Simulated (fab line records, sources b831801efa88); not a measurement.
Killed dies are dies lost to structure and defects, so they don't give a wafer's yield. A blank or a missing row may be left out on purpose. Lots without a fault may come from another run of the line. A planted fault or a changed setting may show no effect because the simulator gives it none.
Which tool did it? | flow sky130 | 15 lots, 45 wafers sampled, at 3 steps of a route of 708

WHAT THE GAUGES READ, wafer by wafer
The record holds no reading of a measuring or inspecting step that can be judged against a usual standard deviation.

WHICH TOOL RAN EACH LOT (tool, then ch and the chambers of the sampled wafers, then the start)
lot  | SKY_VIA3_SPUTTER_20          | SKY_METAL4_SPUTTER_01        | SKY_CAP2M_CVD_00
L432 | pvd_sputter-04, day 39 16:34 | pvd_sputter-01, day 39 17:14 | pecvd-02 ch 1,2, day 39 17:23
L433 | pvd_sputter-02, day 40 05:16 | pvd_sputter-02, day 40 05:58 | pecvd-03 ch 1,2, day 40 06:05
L434 | pvd_sputter-04, day 40 05:55 | pvd_sputter-01, day 40 06:36 | pecvd-01 ch 0,1, day 40 06:44
L435 | pvd_sputter-03, day 40 12:53 | pvd_sputter-02, day 40 13:37 | pecvd-02 ch 0,1,2, day 40 13:45
L436 | pvd_sputter-04, day 40 23:48 | pvd_sputter-01, day 41 00:29 | pecvd-02 ch 0,2, day 41 00:37
L437 | pvd_sputter-02, day 41 01:42 | pvd_sputter-01, day 41 02:23 | pecvd-01 ch 1,2, day 41 02:31
L441 | pvd_sputter-02, day 42 09:03 | pvd_sputter-03, day 42 09:44 | pecvd-02 ch 0,2, day 42 09:52
L442 | pvd_sputter-04, day 42 09:55 | pvd_sputter-01, day 42 10:35 | pecvd-01 ch 1,2, day 42 10:44
L443 | pvd_sputter-03, day 42 23:37 | pvd_sputter-01, day 43 00:17 | pecvd-01 ch 0,2, day 43 00:26
L449 | pvd_sputter-03, day 45 05:01 | pvd_sputter-02, day 45 05:43 | pecvd-02 ch 0,1,2, day 45 05:50
L450 | pvd_sputter-02, day 45 07:09 | pvd_sputter-03, day 45 07:50 | pecvd-03 ch 0,1,2, day 45 07:58
L448 | pvd_sputter-04, day 45 08:48 | pvd_sputter-01, day 45 09:29 | pecvd-02 ch 0,2, day 45 09:37
L452 | pvd_sputter-04, day 45 10:01 | pvd_sputter-02, day 45 10:42 | pecvd-02 ch 0,1,2, day 45 10:50
L453 | pvd_sputter-03, day 45 13:22 | pvd_sputter-01, day 45 14:04 | pecvd-01 ch 0,1,2, day 45 14:11
L454 | pvd_sputter-02, day 45 19:13 | pvd_sputter-02, day 45 19:54 | pecvd-02 ch 0,1, day 45 20:02
- SKY_VIA3_SPUTTER_20: material TiN, target thk 20 nm, time 80 s.
- SKY_METAL4_SPUTTER_01: material TiN, target thk 20 nm, time 16.7 s.
- SKY_CAP2M_CVD_00: deposits SiO2, target thk 15.5 nm.

WHAT THE TOOLS THEMSELVES READ (means of the sampled wafers that have a number; where no wafer has one, the mark that the record gives instead)
SKY_VIA3_SPUTTER_20.
lot  | tool           | cathode_dc_power_W (W) | chamber_pressure_pa (Pa) | throttle_valve_pct (%)
L432 | pvd_sputter-04 | 4000.3                 | 4.996                    | 28.5
L433 | pvd_sputter-02 | 4000.1                 | 5.000                    | 29.9
L434 | pvd_sputter-04 | 3999.4                 | 4.996                    | 29.5
L435 | pvd_sputter-03 | 3998.8                 | 4.999                    | 29.9
L436 | pvd_sputter-04 | 4000.2                 | 5.006                    | 30.9
L437 | pvd_sputter-02 | 4000.5                 | 5.005                    | 29.1
L441 | pvd_sputter-02 | 4000.6                 | 4.997                    | 29.9
L442 | pvd_sputter-04 | 4000.0                 | 5.001                    | 29.2
L443 | pvd_sputter-03 | 3999.9                 | 5.003                    | 30.2
L449 | pvd_sputter-03 | 3999.3                 | 5.001                    | 30.3
L450 | pvd_sputter-02 | 4000.8                 | 5.006                    | 29.6
L448 | pvd_sputter-04 | 4000.6                 | 5.005                    | 30.2
L452 | pvd_sputter-04 | 4000.9                 | 5.000                    | 29.3
L453 | pvd_sputter-03 | 4000.0                 | 4.994                    | 29.9
L454 | pvd_sputter-02 | 3999.5                 | 4.994                    | 30.6

SKY_METAL4_SPUTTER_01.
lot  | tool           | cathode_dc_power_W (W) | chamber_pressure_pa (Pa) | throttle_valve_pct (%)
L432 | pvd_sputter-01 | 6499.9                 | 0.3993                   | 29.5
L433 | pvd_sputter-02 | 6500.8                 | 0.4009                   | 30.1
L434 | pvd_sputter-01 | 6500.8                 | 0.4001                   | 29.0
L435 | pvd_sputter-02 | 6499.5                 | 0.4000                   | 30.1
L436 | pvd_sputter-01 | 6500.2                 | 0.4004                   | 30.4
L437 | pvd_sputter-01 | 6500.4                 | 0.3999                   | 30.5
L441 | pvd_sputter-03 | -                      | -                        | -
L442 | pvd_sputter-01 | -                      | -                        | -
L443 | pvd_sputter-01 | -                      | -                        | -
L449 | pvd_sputter-02 | 6501.2                 | 0.3995                   | 29.6
L450 | pvd_sputter-03 | 6499.2                 | 0.3999                   | 29.2
L448 | pvd_sputter-01 | 6500.1                 | 0.3997                   | 30.5
L452 | pvd_sputter-02 | 6499.6                 | 0.3999                   | 30.2
L453 | pvd_sputter-01 | 6500.4                 | 0.4006                   | 30.5
L454 | pvd_sputter-02 | 6500.9                 | 0.3995                   | 29.7

SKY_CAP2M_CVD_00.
lot  | tool     | heater_power_w (W)
L432 | pecvd-02 | 716
L433 | pecvd-03 | 744
L434 | pecvd-01 | 602
L435 | pecvd-02 | 759
L436 | pecvd-02 | 857
L437 | pecvd-01 | 651
L441 | pecvd-02 | 803
L442 | pecvd-01 | 632
L443 | pecvd-01 | 759
L449 | pecvd-02 | 718
L450 | pecvd-03 | 681
L448 | pecvd-02 | 881
L452 | pecvd-02 | 748
L453 | pecvd-01 | 665
L454 | pecvd-02 | 675

THE ANSWER, worked out from the rows above alone
Rule: what is usual is taken from the lots themselves. Put in order of their means at a reading, lots are off if they are a third of the lots or fewer, leave a main group of 4 or more, and stand apart from it by a gap of 3 or more times the standard deviation of the main group's means; of several such gaps the widest counts. A main group whose means are all the same, to the digits that the tables above print for the reading, isn't used. A lot without any number at a reading at which 4 lots or more have one is off too. The other lots that the step has rows for count as sound. The gauges are gone through in route order, then the tools' own readings, and for those a lot's mean is taken as printed above. The first step at which some lot is off is used, and at that step the reading that is off furthest; a lot without a number counts as furthest.
Off: L441, L442, L443, at SKY_METAL4_SPUTTER_01 (cathode_dc_power_W). Without a number there: L441, L442, L443. The main group: mean 6500.2 W, standard deviation 0.59.
A tool fits if, at that step or a process step before it, it ran every lot that is off, and no sound lot after the first of them. None of those tried fits.

WHAT THE SIMULATOR HAD PUT IN
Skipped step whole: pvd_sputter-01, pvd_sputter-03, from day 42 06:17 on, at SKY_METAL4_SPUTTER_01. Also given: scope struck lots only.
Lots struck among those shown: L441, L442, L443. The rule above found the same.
